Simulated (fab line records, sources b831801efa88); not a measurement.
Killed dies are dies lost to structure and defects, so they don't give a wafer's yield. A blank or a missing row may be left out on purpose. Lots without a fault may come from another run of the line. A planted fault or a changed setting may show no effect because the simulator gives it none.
fab line records | flow sky130
record lots=11 wafers=33 last_day=50
route steps=708 shown VIA2@508 METAL3@536 CAPM@537 PAD_OPEN@708
lots that met no fault: from a run of the same line without faults
start_h: hours from the record's first day to the start of the lot's first wafer shown | wait_h: hours since the lot's step before | " the same as in the row above | L1.1+2: a row that stands for several wafers | - no value, or no start given | * or withheld: withheld | < > ~ a bound
route shown NAME@n: a module of which the file shows steps, and the number in the route of the first | usual: mean/standard deviation of fault-free wafers | same: alike in all rows | chamber/n: place in a boat | sites: the reading at each site | _std_site: their standard deviation | _edge_site: outer sites' mean less inner sites' | radius_mm: how far each site lies from the wafer's centre | mask NAME#n: copy n | behind: the tool/chamber that last shaped the wafer | hold: why the lot was held/for how many hours/how that ended | device: the transistor (n, p or np) that didn't switch | end of line: the same wafers' tests at the end of the route | a step without rows: its recipe alone | killed: dies lost to structure and defects at the first sort, not the wafer's yield | map: a wafer's dies, x killed, . not, _ none there
set.NAME: the setting as run; set.NAME@STEP: as run at that earlier step | model.NAME: the simulator's own value behind a step, which no gauge read
steps of the route over a sample of lots; a table a step, a row a wafer
services: from which hour (start_h, from the record's first day; less than 0 if before it) a tool's chamber was out of use, for how many hours, and why
## steps
# step SKY_VIA2_THK_MEAS_01
# recipe reads=SiO2_of_VIA2_HDPCVD_00
# usual VIA2_HDPCVD_THK=1181/12
# columns lot.wafer tool chamber start_h wait_h VIA2_HDPCVD_THK[nm]
L725.1 film_metro-03 - 834.30 0.1 1187
L725.3 " - " " 1163
L725.6 " - " " 1191
L729.3 film_metro-02 - 851.01 0.1 1176
L729.5 " - " " 1157
L729.6 " - " " 1164
L731.1 film_metro-03 - 865.14 0.1 1190
L731.3 " - " " 1179
L731.4 " - " " 1171
L733.2 film_metro-03 - 883.40 0.1 1203
L733.5 " - " " 1191
L733.6 " - " " 1190
L735.2 film_metro-04 - 897.40 0.1 1176
L735.5 " - " " 1189
L735.6 " - " " 1179
L736.4 film_metro-03 - 902.12 0.0 1189
L736.5 " - " " 1203
L736.6 " - " " 1184
L737.3 film_metro-03 - 908.77 0.1 1185
L737.4 " - " " 1173
L737.5 " - " " 1183
L738.2 film_metro-02 - 922.12 0.1 1170
L738.4 " - " " 1174
L738.6 " - " " 1175
L744.3 film_metro-04 - 965.66 0.1 1151
L744.5 " - " " 1185
L744.6 " - " " 1184
L745.3 film_metro-02 - 972.71 0.1 1191
L745.4 " - " " 1193
L745.6 " - " " 1184
L746.1 film_metro-04 - 987.99 0.1 1172
L746.2 " - " " 1176
L746.6 " - " " 1171
# step SKY_VIA2_CVD_21
# recipe material=W target_thk_nm=420 time_s=126.4 temp_c=401.8 pressure_torr=40
# usual chamber_pressure_Torr=40.00/0.085 heater_power_w=905/87 susceptor_temp_C=401.74/0.23
# columns lot.wafer tool chamber start_h wait_h chamber_pressure_Torr heater_power_w susceptor_temp_C
L725.1 cvd_w-02 1 861.99 0.0 40.03 859 401.66
L725.3 " 0 " " 40.10 1036 401.39
L725.6 " 0 " " 40.06 1021 401.70
L729.3 cvd_w-01 1 878.49 0.1 39.98 828 401.64
L729.5 " 0 " " 40.02 897 401.39
L729.6 " 1 " " 40.13 808 401.60
L731.1 cvd_w-01 0 892.14 0.0 39.76 919 402.05
L731.3 " 1 " " 39.89 803 402.02
L731.4 " 0 " " 39.96 917 401.67
L733.2 cvd_w-02 0 910.05 0.0 39.96 1029 401.55
L733.5 " 1 " " 40.16 850 401.59
L733.6 " 0 " " 39.98 1024 401.74
L735.2 cvd_w-01 0 923.10 0.0 39.99 880 401.78
L735.5 " 0 " " 39.94 888 401.94
L735.6 " 1 " " 40.13 788 401.74
L736.4 cvd_w-02 1 928.49 0.1 40.07 862 401.57
L736.5 " 0 " " 40.03 1009 401.54
L736.6 " 1 " " 40.04 842 401.59
L737.3 cvd_w-01 1 934.74 0.1 39.99 776 401.68
L737.4 " 0 " " 39.94 879 401.79
L737.5 " 1 " " 40.13 778 401.59
L738.2 cvd_w-02 1 947.00 0.0 39.91 839 401.86
L738.4 " 0 " " 39.92 1022 401.49
L738.6 " 0 " " 39.93 1066 401.82
L744.3 cvd_w-02 1 990.19 0.1 39.88 861 401.79
L744.5 " 0 " " 39.87 1014 402.06
L744.6 " 1 " " 40.06 842 401.78
L745.3 cvd_w-02 0 997.39 0.1 39.89 1036 402.04
L745.4 " 1 " " 39.94 843 401.89
L745.6 " 0 " " 40.10 1052 401.63
L746.1 cvd_w-02 1 1012.84 0.0 40.02 855 401.55
L746.2 " 0 " " 39.77 1020 401.69
L746.6 " 1 " " 40.00 848 401.41
# step SKY_METAL3_SPUTTER_04
# recipe material=TiN target_thk_nm=70 power_w=6500 time_s=58.3 chamber_pressure_pa=0.4
# usual throttle_valve_pct=29.7/0.68
# columns lot.wafer tool chamber start_h wait_h throttle_valve_pct
L725.1 pvd_sputter-04 - 862.70 0.0 29.9
L725.3 " - " " 28.6
L725.6 " - " " 28.6
L729.3 pvd_sputter-01 - 879.16 0.0 29.5
L729.5 " - " " 29.6
L729.6 " - " " 29.4
L731.1 pvd_sputter-02 - 892.86 0.0 28.5
L731.3 " - " " 29.7
L731.4 " - " " 29.4
L733.2 pvd_sputter-02 - 910.76 0.0 29.4
L733.5 " - " " 29.5
L733.6 " - " " 29.7
L735.2 pvd_sputter-04 - 923.82 0.0 28.8
L735.5 " - " " 30.7
L735.6 " - " " 28.9
L736.4 pvd_sputter-02 - 929.16 0.0 29.3
L736.5 " - " " 29.9
L736.6 " - " " 29.7
L737.3 pvd_sputter-04 - 935.41 0.0 31.8
L737.4 " - " " 28.7
L737.5 " - " " 29.6
L738.2 pvd_sputter-01 - 947.72 0.0 29.4
L738.4 " - " " 29.9
L738.6 " - " " 30.1
L744.3 pvd_sputter-01 - 990.86 0.0 29.8
L744.5 " - " " 29.7
L744.6 " - " " 29.5
L745.3 pvd_sputter-01 - 998.06 0.0 29.7
L745.4 " - " " 29.5
L745.6 " - " " 29.5
L746.1 pvd_sputter-01 - 1013.56 0.0 29.5
L746.2 " - " " 29.9
L746.6 " - " " 29.4
# step SKY_CAPM_CVD_00
# recipe material=SiO2 target_thk_nm=15.5 temp_c=400 time_s=withheld rf_w=450
# usual heater_power_w=718/92 susceptor_temp_C=400.01/0.21
# columns lot.wafer tool chamber start_h wait_h heater_power_w susceptor_temp_C
L725.1 pecvd-02 1 862.75 0.0 611 400.37
L725.3 " 2 " " 915 400.10
L725.6 " 0 " " 787 399.81
L729.3 pecvd-04 1 879.22 0.0 870 400.08
L729.5 " 2 " " 538 400.20
L729.6 " 1 " " 893 399.80
L731.1 pecvd-04 0 892.91 0.0 802 400.04
L731.3 " 0 " " 804 400.21
L731.4 " 2 " " 639 400.20
L733.2 pecvd-01 1 910.81 0.0 631 399.86
L733.5 " 2 " " 720 399.92
L733.6 " 0 " " 647 400.12
L735.2 pecvd-04 2 923.86 0.0 624 399.93
L735.5 " 2 " " 606 400.03
L735.6 " 1 " " 892 399.91
L736.4 pecvd-04 0 929.22 0.0 808 399.93
L736.5 " 1 " " 840 400.08
L736.6 " 2 " " 537 400.17
L737.3 pecvd-01 2 935.46 0.0 744 400.29
L737.4 " 0 " " 610 399.98
L737.5 " 1 " " 727 400.20
L738.2 pecvd-04 2 947.77 0.0 548 400.00
L738.4 " 2 " " 560 400.42
L738.6 " 0 " " 761 400.55
L744.3 pecvd-01 1 990.92 0.0 707 400.09
L744.5 " 2 " " 787 399.95
L744.6 " 1 " " 737 399.98
L745.3 pecvd-02 0 998.11 0.0 721 399.92
L745.4 " 1 " " 717 400.20
L745.6 " 2 " " 828 400.00
L746.1 pecvd-01 0 1013.61 0.0 672 399.99
L746.2 " 2 " " 704 399.75
L746.6 " 0 " " 541 399.88
# step SKY_CAPM_THK_MEAS_01
# recipe reads=SiO2_of_CAPM_CVD_00
# usual CAPM_CVD_00_THK=15.47/0.27
# columns lot.wafer tool chamber start_h wait_h CAPM_CVD_00_THK[nm]
L725.1 film_metro-04 - 862.77 - 15.23
L725.3 " - " " 15.41
L725.6 " - " " 15.72
L729.3 film_metro-04 - 879.26 - 15.26
L729.5 " - " " 15.62
L729.6 " - " " 15.53
L731.1 film_metro-02 - 892.94 - 15.74
L731.3 " - " " 15.95
L731.4 " - " " 15.57
L733.2 film_metro-02 - 910.84 - 15.08
L733.5 " - " " 15.62
L733.6 " - " " 15.27
L735.2 film_metro-01 - 923.90 - 13.20
L735.5 " - " " 13.67
L735.6 " - " " 13.45
L736.4 film_metro-01 - 929.26 - 13.39
L736.5 " - " " 13.50
L736.6 " - " " 13.47
L737.3 film_metro-04 - 935.51 - 15.31
L737.4 " - " " 15.50
L737.5 " - " " 15.68
L738.2 film_metro-04 - 947.80 - 13.50
L738.4 " - " " 13.95
L738.6 " - " " 13.82
L744.3 film_metro-01 - 990.96 - 15.64
L744.5 " - " " 15.86
L744.6 " - " " 15.79
L745.3 film_metro-04 - 998.15 - 15.49
L745.4 " - " " 15.63
L745.6 " - " " 15.70
L746.1 film_metro-02 - 1013.63 - 15.08
L746.2 " - " " 15.35
L746.6 " - " " 15.43
# step SKY_METAL3_ETCH_17
# recipe target=SiO2 stop_on=TiN chemistry=C4F8/O2/Ar source_w=1500 bias_w=1200 pressure_mtorr=40 c4f8_flow_sccm=withheld O2_flow_sccm=6 Ar_flow_sccm=300 time_s=3.9 target_depth_a=150
# usual bias_w=1201/3.6 oes_product_au=0.754/0.0078
# columns lot.wafer tool chamber start_h wait_h bias_w oes_product_au rf_hours_counter_h
L725.1 rie_diel-02 0 915.62 0.1 1201 0.754 6
L725.3 " 2 " " 1201 0.750 4
L725.6 " 3 " " 1204 0.767 -
L729.3 rie_diel-01 2 930.08 0.0 1199 0.743 4
L729.5 " 0 " " 1198 0.762 -
L729.6 " 1 " " 1203 0.758 -
L731.1 rie_diel-01 1 943.44 0.1 1208 0.750 19
L731.3 " 2 " " 1203 0.756 5
L731.4 " 3 " " 1203 0.759 9
L733.2 rie_diel-02 2 959.45 0.1 1196 0.745 6
L733.5 " 1 " " 1206 0.755 -
L733.6 " 2 " " 1198 0.749 -
L735.2 rie_diel-01 3 973.07 0.1 1202 0.696 10
L735.5 " 3 " " 1206 0.713 -
L735.6 " 2 " " 1200 0.691 -
L736.4 rie_diel-01 3 977.67 0.0 1203 0.701 10
L736.5 " 2 " " 1202 0.699 -
L736.6 " 1 " " 1200 0.708 -
L737.3 rie_diel-02 1 983.27 0.0 1202 0.758 16
L737.4 " 3 " " 1200 0.757 7
L737.5 " 1 " " 1199 0.758 -
L738.2 rie_diel-04 2 996.37 0.1 1193 0.702 16
L738.4 " 1 " " 1205 0.723 13
L738.6 " 2 " " 1197 0.718 -
L744.3 rie_diel-02 2 1037.28 0.0 1202 0.761 8
L744.5 " 2 " " 1196 0.764 -
L744.6 " 1 " " 1198 0.760 -
L745.3 rie_diel-01 0 1043.77 0.0 1202 0.753 11
L745.4 " 1 " " 1198 0.766 22
L745.6 " 3 " " 1197 0.767 -
L746.1 rie_diel-02 2 1058.92 0.1 1206 0.747 9
L746.2 " 1 " " 1200 0.745 18
L746.6 " 0 " " 1201 0.750 -
# step SKY_PAD_OPEN_PROBE_99
# usual defect_limited_yield=82.5/1.8 killed_at_M0_to_M3=45/6.8 killed_at_M4_up=3.1/2 killed_at_contacts=23/5.2 killed_at_front_end=14/3.7 killed_at_other=0.3/0.61 killed_dies=86/9 killed_open=46/6.9 killed_short=39/6.4
# same gross_dies=492 killed_at_back_side=0
# columns lot.wafer tool chamber start_h wait_h defect_limited_yield[%] killed_at_M0_to_M3 killed_at_M4_up killed_at_contacts killed_at_front_end killed_at_other killed_dies killed_open killed_short
L725.1 prober-01 - 1085.43 0.1 85.2 31 3 23 16 0 73 41 32
L725.3 prober-01 - 1085.53 0.2 83.3 43 6 27 5 1 82 42 40
L725.6 prober-01 - 1085.68 0.2 83.5 39 1 30 10 1 81 43 38
L729.3 prober-01 - 1097.81 0.2 81.7 48 1 27 14 0 90 46 43
L729.5 prober-01 - 1097.91 0.2 81.9 49 3 19 18 0 89 48 40
L729.6 prober-01 - 1097.96 0.2 84.1 43 1 21 12 1 78 41 37
L731.1 prober-01 - 1109.75 0.1 79.1 56 6 29 12 0 103 59 44
L731.3 prober-01 - 1109.85 0.2 81.5 55 0 25 11 0 91 59 32
L731.4 prober-01 - 1109.90 0.2 84.3 44 2 17 14 0 77 45 32
L733.2 prober-01 - 1120.86 0.1 84.6 37 5 26 8 0 76 42 34
L733.5 prober-01 - 1121.01 0.2 83.5 38 1 20 21 1 81 33 48
L733.6 prober-01 - 1121.06 0.2 83.1 42 0 28 13 0 83 40 43
L735.2 prober-01 - 1134.05 0.1 78.7 54 7 27 17 0 105 59 46
L735.5 prober-01 - 1134.20 0.2 83.3 42 3 23 14 0 82 39 43
L735.6 prober-01 - 1134.25 0.2 82.1 52 2 19 14 1 88 40 48
L736.4 prober-02 - 1139.31 0.2 83.5 37 4 27 13 0 81 42 39
L736.5 prober-02 - 1139.36 0.2 81.9 48 4 23 14 0 89 43 46
L736.6 prober-02 - 1139.41 0.2 86.4 35 2 14 16 0 67 33 34
L737.3 prober-01 - 1141.35 0.2 79.7 51 3 26 20 0 100 51 46
L737.4 prober-01 - 1141.40 0.2 84.1 43 2 17 16 0 78 42 35
L737.5 prober-01 - 1141.45 0.2 83.7 43 1 20 16 0 80 46 34
L738.2 prober-02 - 1151.41 0.1 79.7 57 0 28 15 0 100 49 49
L738.4 prober-02 - 1151.51 0.2 83.1 55 2 20 6 0 83 41 42
L738.6 prober-02 - 1151.61 0.2 84.8 39 3 21 11 1 75 41 32
L744.3 prober-02 - 1183.05 0.2 83.1 43 2 20 18 0 83 43 38
L744.5 prober-02 - 1183.15 0.2 81.9 49 4 21 15 0 89 40 49
L744.6 prober-02 - 1183.20 0.2 82.5 38 3 31 14 0 86 43 43
L745.3 prober-01 - 1187.73 0.2 83.9 44 7 20 7 1 79 43 35
L745.4 prober-01 - 1187.78 0.2 79.9 60 0 25 14 0 99 54 45
L745.6 prober-01 - 1187.88 0.2 81.9 41 3 33 11 1 89 53 36
L746.1 prober-01 - 1199.67 0.1 84.6 41 1 27 7 0 76 43 33
L746.2 prober-01 - 1199.72 0.1 85.8 36 2 16 16 0 70 35 35
L746.6 prober-01 - 1199.92 0.2 83.5 43 2 19 17 0 81 44 37
# killed by level:class
L725.1 CONTACT:geometric_particle:open=8 LI_CONTACT:geometric_particle:open=6 VIA3:geometric_particle:open=6 FIELD_ISO:geometric_particle:open=5 POLY_GATE:geometric_particle:short=5 VIA1:geometric_particle:open=5 VIA2:geometric_particle:open=5 CONTACT:geometric_particle:short=4
L725.3 CONTACT:geometric_particle:open=11 VIA2:geometric_particle:open=7 VIA3:geometric_particle:open=7 VIA1:geometric_particle:open=6 METAL2:geometric_particle:short=6 LOCAL_INTERCONNECT:geometric_particle:short=5 CONTACT:geometric_particle:short=5 LI_CONTACT:geometric_particle:open=4
L725.6 LI_CONTACT:geometric_particle:open=8 VIA2:geometric_particle:open=8 CONTACT:geometric_particle:open=7 VIA1:geometric_particle:open=7 LOCAL_INTERCONNECT:geometric_particle:short=6 METAL1:geometric_particle:short=5 VIA3:geometric_particle:short=5 CONTACT:geometric_particle:short=4
L729.3 VIA1:geometric_particle:open=10 LI_CONTACT:geometric_particle:open=9 CONTACT:geometric_particle:open=8 METAL1:geometric_particle:short=8 VIA1:geometric_particle:short=8 VIA2:geometric_particle:open=7 CONTACT:geometric_particle:short=6 VIA3:geometric_particle:open=5
L729.5 LI_CONTACT:geometric_particle:open=10 VIA1:geometric_particle:open=10 VIA3:geometric_particle:open=8 VIA1:geometric_particle:short=7 VIA2:geometric_particle:open=7 FIELD_ISO:geometric_particle:short=6 METAL1:geometric_particle:short=5 CONTACT:geometric_particle:open=4
L729.6 VIA1:geometric_particle:open=13 METAL2:geometric_particle:short=7 CONTACT:geometric_particle:open=7 LI_CONTACT:geometric_particle:open=5 METAL1:geometric_particle:short=5 VIA3:geometric_particle:open=5 POLY_GATE:geometric_particle:short=4 LOCAL_INTERCONNECT:geometric_particle:short=4
L731.1 VIA3:geometric_particle:open=12 CONTACT:geometric_particle:open=10 VIA1:geometric_particle:open=10 METAL1:geometric_particle:short=8 VIA3:geometric_particle:short=7 FIELD_ISO:geometric_particle:open=6 LI_CONTACT:geometric_particle:open=6 METAL2:geometric_particle:short=6
L731.3 VIA1:geometric_particle:open=20 CONTACT:geometric_particle:open=11 VIA2:geometric_particle:open=7 VIA3:geometric_particle:open=7 VIA1:geometric_particle:short=6 VIA3:geometric_particle:short=6 LI_CONTACT:geometric_particle:open=5 POLY_GATE:geometric_particle:open=4
L731.4 VIA1:geometric_particle:open=11 VIA3:geometric_particle:open=7 CONTACT:geometric_particle:open=5 VIA2:geometric_particle:open=5 FIELD_ISO:geometric_particle:open=4 POLY_GATE:geometric_particle:open=4 METAL2:geometric_particle:short=4 CONTACT:geometric_particle:short=4
L733.2 CONTACT:geometric_particle:open=9 VIA1:geometric_particle:open=8 LI_CONTACT:geometric_particle:open=7 VIA1:geometric_particle:short=7 FIELD_ISO:geometric_particle:open=6 METAL2:geometric_particle:short=6 VIA2:geometric_particle:open=5 LI_CONTACT:geometric_particle:short=4
L733.5 FIELD_ISO:geometric_particle:short=7 METAL1:geometric_particle:short=7 VIA1:geometric_particle:open=7 POLY_GATE:geometric_particle:short=5 LI_CONTACT:geometric_particle:open=5 CONTACT:geometric_particle:short=5 CONTACT:geometric_particle:open=4 VIA2:geometric_particle:short=4
L733.6 VIA1:geometric_particle:open=10 CONTACT:geometric_particle:short=9 VIA3:geometric_particle:short=7 LOCAL_INTERCONNECT:geometric_particle:short=7 VIA2:geometric_particle:open=6 LI_CONTACT:geometric_particle:open=6 POLY_GATE:geometric_particle:open=4 CONTACT:geometric_particle:open=4
L735.2 VIA1:geometric_particle:open=16 CONTACT:geometric_particle:open=9 VIA2:geometric_particle:open=9 LI_CONTACT:geometric_particle:open=7 POLY_GATE:geometric_particle:short=6 CONTACT:geometric_particle:short=6 VIA1:geometric_particle:short=6 METAL4:geometric_particle:short=5
L735.5 METAL2:geometric_particle:short=9 VIA1:geometric_particle:open=9 METAL1:geometric_particle:short=8 LI_CONTACT:geometric_particle:open=7 CONTACT:geometric_particle:open=6 FIELD_ISO:geometric_particle:open=5 LOCAL_INTERCONNECT:geometric_particle:short=4 CONTACT:geometric_particle:short=4
L735.6 METAL2:geometric_particle:short=14 VIA1:geometric_particle:open=10 LI_CONTACT:geometric_particle:open=7 METAL1:geometric_particle:short=7 CONTACT:geometric_particle:open=6 VIA2:geometric_particle:short=5 FIELD_ISO:geometric_particle:short=3 POLY_GATE:geometric_particle:short=3
L736.4 CONTACT:geometric_particle:open=9 VIA2:geometric_particle:open=8 VIA1:geometric_particle:open=8 LI_CONTACT:geometric_particle:open=5 LOCAL_INTERCONNECT:geometric_particle:short=5 CONTACT:geometric_particle:short=5 METAL2:geometric_particle:short=5 VIA3:geometric_particle:open=5
L736.5 CONTACT:geometric_particle:open=9 METAL2:geometric_particle:short=8 VIA1:geometric_particle:open=8 METAL1:geometric_particle:short=7 VIA2:geometric_particle:open=5 LOCAL_INTERCONNECT:geometric_particle:short=5 VIA3:geometric_particle:open=5 POLY_GATE:geometric_particle:short=4
L736.6 VIA1:geometric_particle:open=10 CONTACT:geometric_particle:open=8 METAL2:geometric_particle:short=7 METAL1:geometric_particle:short=5 FIELD_ISO:geometric_particle:short=4 POLY_GATE:geometric_particle:open=4 POLY_GATE:geometric_particle:short=3 VIA1:geometric_particle:short=3
L737.3 LI_CONTACT:geometric_particle:open=10 VIA1:geometric_particle:open=10 METAL2:geometric_particle:short=8 FIELD_ISO:geometric_particle:short=7 VIA2:geometric_particle:open=7 METAL1:geometric_particle:short=7 VIA1:geometric_particle:short=5 CONTACT:geometric_particle:short=4
L737.4 VIA1:geometric_particle:open=13 CONTACT:geometric_particle:open=8 VIA1:geometric_particle:short=8 FIELD_ISO:geometric_particle:open=5 FIELD_ISO:geometric_particle:short=5 VIA3:geometric_particle:open=5 LI_CONTACT:geometric_particle:open=4 CONTACT:geometric_particle:short=4
L737.5 CONTACT:geometric_particle:open=8 VIA3:geometric_particle:open=8 VIA2:geometric_particle:open=7 FIELD_ISO:geometric_particle:short=6 FIELD_ISO:geometric_particle:open=5 LI_CONTACT:geometric_particle:open=5 VIA1:geometric_particle:short=5 VIA1:geometric_particle:open=4
L738.2 VIA1:geometric_particle:open=15 VIA1:geometric_particle:short=8 CONTACT:geometric_particle:open=7 POLY_GATE:geometric_particle:short=6 LI_CONTACT:geometric_particle:open=6 METAL2:geometric_particle:short=6 VIA2:geometric_particle:open=6 METAL1:geometric_particle:short=5
L738.4 VIA1:geometric_particle:open=10 VIA2:geometric_particle:open=9 VIA1:geometric_particle:short=7 CONTACT:geometric_particle:open=7 METAL1:geometric_particle:short=7 METAL3:geometric_particle:short=6 METAL2:geometric_particle:short=6 LI_CONTACT:geometric_particle:open=5
L738.6 CONTACT:geometric_particle:open=9 VIA1:geometric_particle:open=7 VIA3:geometric_particle:open=6 VIA2:geometric_particle:open=6 METAL2:geometric_particle:short=5 LOCAL_INTERCONNECT:geometric_particle:short=4 CONTACT:geometric_particle:short=4 VIA3:geometric_particle:short=4
L744.3 VIA1:geometric_particle:open=10 VIA1:geometric_particle:short=9 LI_CONTACT:geometric_particle:open=8 CONTACT:geometric_particle:open=7 METAL2:geometric_particle:short=6 VIA2:geometric_particle:open=5 METAL1:geometric_particle:short=4 METAL3:geometric_particle:short=4
L744.5 VIA1:geometric_particle:open=10 LI_CONTACT:geometric_particle:open=7 METAL1:geometric_particle:short=7 METAL2:geometric_particle:short=7 CONTACT:geometric_particle:short=6 FIELD_ISO:geometric_particle:open=5 VIA3:geometric_particle:short=5 VIA2:geometric_particle:open=5
L744.6 VIA1:geometric_particle:open=13 CONTACT:geometric_particle:open=10 CONTACT:geometric_particle:short=9 LI_CONTACT:geometric_particle:open=7 METAL1:geometric_particle:short=4 VIA2:geometric_particle:short=4 VIA3:geometric_particle:short=4 FIELD_ISO:geometric_particle:open=3
L745.3 VIA3:geometric_particle:open=13 METAL1:geometric_particle:short=9 CONTACT:geometric_particle:open=8 VIA2:geometric_particle:open=7 METAL4:geometric_particle:short=6 LI_CONTACT:geometric_particle:open=5 CONTACT:geometric_particle:short=5 FIELD_ISO:geometric_particle:open=4
L745.4 VIA1:geometric_particle:open=13 CONTACT:geometric_particle:open=12 VIA2:geometric_particle:open=11 METAL2:geometric_particle:short=10 METAL1:geometric_particle:short=6 FIELD_ISO:geometric_particle:short=5 CONTACT:geometric_particle:short=5 VIA1:geometric_particle:short=5
L745.6 CONTACT:geometric_particle:open=13 VIA3:geometric_particle:open=13 LI_CONTACT:geometric_particle:open=7 LI_CONTACT:geometric_particle:short=6 VIA1:geometric_particle:open=6 VIA2:geometric_particle:open=6 POLY_GATE:geometric_particle:short=4 CONTACT:geometric_particle:short=4
L746.1 CONTACT:geometric_particle:open=12 LI_CONTACT:geometric_particle:open=9 VIA1:geometric_particle:open=7 METAL1:geometric_particle:short=6 METAL2:geometric_particle:short=5 VIA3:geometric_particle:open=5 VIA2:geometric_particle:open=4 VIA2:geometric_particle:short=4
L746.2 VIA1:geometric_particle:open=11 POLY_GATE:geometric_particle:short=7 VIA2:geometric_particle:open=6 FIELD_ISO:geometric_particle:short=5 CONTACT:geometric_particle:open=5 METAL1:geometric_particle:short=5 VIA1:geometric_particle:short=5 FIELD_ISO:geometric_particle:open=3
L746.6 VIA1:geometric_particle:open=14 CONTACT:geometric_particle:open=7 METAL3:geometric_particle:short=6 FIELD_ISO:geometric_particle:open=5 LI_CONTACT:geometric_particle:open=5 VIA1:geometric_particle:short=5 FIELD_ISO:geometric_particle:short=4 POLY_GATE:geometric_particle:short=4
## services
# columns tool chamber start_h hours kind
rie_diel-01 0 856.44 22.0 repair
rie_diel-02 1 875.25 16.7 repair
pecvd-04 1 891.29 4.1 repair
cvd_w-01 - 904.00 14.0 pm
pecvd-04 - 911.42 6.0 pm
rie_diel-01 2 915.12 2.3 repair
pecvd-02 - 921.74 0.8 repair
pecvd-02 - 922.51 28.1 pm
rie_diel-04 0 924.83 5.9 repair
pecvd-01 - 946.78 2.8 pm
pecvd-04 - 948.95 1.0 repair
pecvd-01 - 958.79 5.5 pm
rie_diel-04 0 976.29 4.5 repair
pecvd-01 - 978.17 0.3 repair
pvd_sputter-04 - 978.96 110.0 repair
pecvd-01 2 980.67 4.2 repair
pecvd-01 0 987.00 6.6 repair
pecvd-02 1 992.45 5.3 repair
rie_diel-04 0 1000.48 5.6 repair
cvd_w-01 - 1011.15 6.9 pm
pecvd-02 - 1012.22 2.0 repair
pecvd-01 0 1022.18 3.4 repair
pvd_sputter-02 - 1025.53 7.7 repair
rie_diel-01 1 1054.73 29.8 repair
## key
first_sign step=SKY_CAPM_THK_MEAS_01 reading=CAPM_CVD_00_THK direction=down sigmas=7.1 usual=15.47 struck=13.55
effect step=SKY_METAL3_ETCH_17 reading=oes_product_au direction=down sigmas=6.2 usual=0.754 struck=0.706
met_at SKY_CAPM_CVD_00
struck_lots L735,L736,L738
not_acting_at SKY_VIA2_THK_MEAS_01,SKY_VIA2_CVD_21,SKY_METAL3_SPUTTER_04
onset_between 892.91 923.86
fault kind=site_profile_drift tool=pecvd-04 chamber=- onset_h=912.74 steps=SKY_CAPM_CVD_00 basis=fraction max_abs_drift=0.29649 slope_share_per_hr=65.886 site_pattern=0,0,0,0,0,-1,-1,-1,-1
